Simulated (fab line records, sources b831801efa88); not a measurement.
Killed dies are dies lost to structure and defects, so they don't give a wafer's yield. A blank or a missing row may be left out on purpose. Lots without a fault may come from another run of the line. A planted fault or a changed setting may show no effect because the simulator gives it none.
A struck lot beside a sound one | flow sky130 | 15 steps out of a route of 708
Sound: wafers L547.1, L547.5, L547.6. Struck: wafers L554.1, L554.2, L554.4. The cause comes at the end.
At each step with rows: each side's tool, then ch and its chambers, then its first start. Under that, the readings that differ: sound wafers | struck wafers | difference of the means | sigmas: that difference in standard deviations of wafers without a fault.
alike: readings whose means differ by less than 2 such deviations, and words and numbers that are the same on both sides. not compared: withheld readings, readings that some wafer has no value for, bounds like >300 that may hide the same value, and numbers for which the record gives no deviation and whose values overlap.
The two part at a step that has a row with sigmas, a row that says differs or no value, or rows on one side only. Numbers that don't overlap but have no deviation are shown without sigmas and don't part them. A reading that every wafer of one side lacks parts them only if that side has two wafers or more.

first, 4 steps without rows for these wafers: SKY_VIA2_STRIP_17 (strips in post etch residue remover, time 1200 s); SKY_VIA2_CLEAN_18 (cleans in IPA, time 180 s); SKY_VIA2_CLEAN_19 (cleans in O3/DIW); SKY_VIA2_SPUTTER_20 (material TiN, target thk 20 nm, time 80 s).
SKY_VIA2_CVD_21: deposits W, target thk 420 nm, time 126.4 s.
  sound on cvd_w-01 ch 0,1, day 38 00:28; struck on cvd_w-02 ch 0,1, day 39 23:58
  alike: heater_power_w
  not compared: since_wet_clean_h
SKY_VIA2_RS_MEAS_22: measures by four-point-probe.
  sound on film_metro-04, day 38 00:36; struck on film_metro-03, day 40 00:06
  alike: VIA2_W_RS
SKY_VIA2_THK_MEAS_23: measures by xrf.
  sound on film_metro-04, day 38 00:43; struck on film_metro-03, day 40 00:13
  alike: VIA2_W_THK
SKY_VIA2_CMP_24: polishes, stops on SiO2, t overpolish 20 s, target thk 0 nm.
  sound on cmp-02 ch 1,2, day 38 00:50; struck on cmp-02 ch 0,2,3, day 40 00:17
  alike: motor_current_A, overpolish_run_s, time_to_endpoint_s
then, 1 step without rows for these wafers: SKY_METAL3_SPUTTER_00 (material Ti, target thk 15 nm, time 10 s).
SKY_METAL3_SPUTTER_01: material TiN, target thk 20 nm, time 16.7 s.
  sound on pvd_sputter-03, day 38 01:07; struck on pvd_sputter-03, day 40 00:36
  alike: chamber_pressure_pa, throttle_valve_pct
SKY_METAL3_SPUTTER_02: material AlCu, target thk 735 nm, time 39.1 s.
  sound on pvd_sputter-03, day 38 01:08; struck on pvd_sputter-03, day 40 00:38
  alike: chamber_pressure_pa, throttle_valve_pct
SKY_METAL3_SPUTTER_03: material Ti, target thk 5 nm, time 3.3 s.
  sound on pvd_sputter-03, day 38 01:10; struck on pvd_sputter-03, day 40 00:40
  alike: chamber_pressure_pa, throttle_valve_pct
SKY_METAL3_SPUTTER_04: material TiN, target thk 70 nm, time 58.3 s.
  sound on pvd_sputter-03, day 38 01:11; struck on pvd_sputter-03, day 40 00:41
  reading                                    | sound                | struck               | difference | sigmas
  chamber_pressure_pa (Pa)                   | 0.4008 0.3993 0.4005 | 0.6328 0.6328 0.6323 | +0.2324    | +99 or more
  throttle_valve_pct (%)                     | 32.0 31.1 32.4       | 22.5 25.8 24.7       | -7.5       | -6
  model.TiN_of_METAL3_SPUTTER_04.thk_nm (nm) | 70.51 69.9 69.55     | 63.88 64.79 64.17    | -5.71      |
then, 1 step without rows for these wafers: SKY_CAPM_CVD_00 (deposits SiO2, target thk 15.5 nm).
-- the record jumps here: 9 days lie between the struck wafers' starts before and after (it left off in module CAPM and takes up again in module PAD_OPEN, whose first step shown is number 708 of the route) --
SKY_PAD_OPEN_PROBE_99:
  sound on prober-02, day 47 03:11; struck on prober-01, day 48 15:59
  alike: defect_limited_yield, killed_at_M0_to_M3, killed_at_M4_up, killed_at_contacts, killed_at_front_end, killed_at_other, killed_dies, killed_open, killed_short, sort_bin_3_pad_short, sort_bin_5_function, sort_bin_6_memory, sort_n_pass, sort_yield_pct

WHERE THEY PART
Only at SKY_METAL3_SPUTTER_04, within this record. Later steps at which nothing parts them and some readings are alike: SKY_PAD_OPEN_PROBE_99.

WHY: what the simulator had put in
Process parameter drift: pvd_sputter-03, from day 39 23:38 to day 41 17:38, at SKY_METAL3_SPUTTER_04. Setting chamber_pressure_pa, moved by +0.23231, from 0.4. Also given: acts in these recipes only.
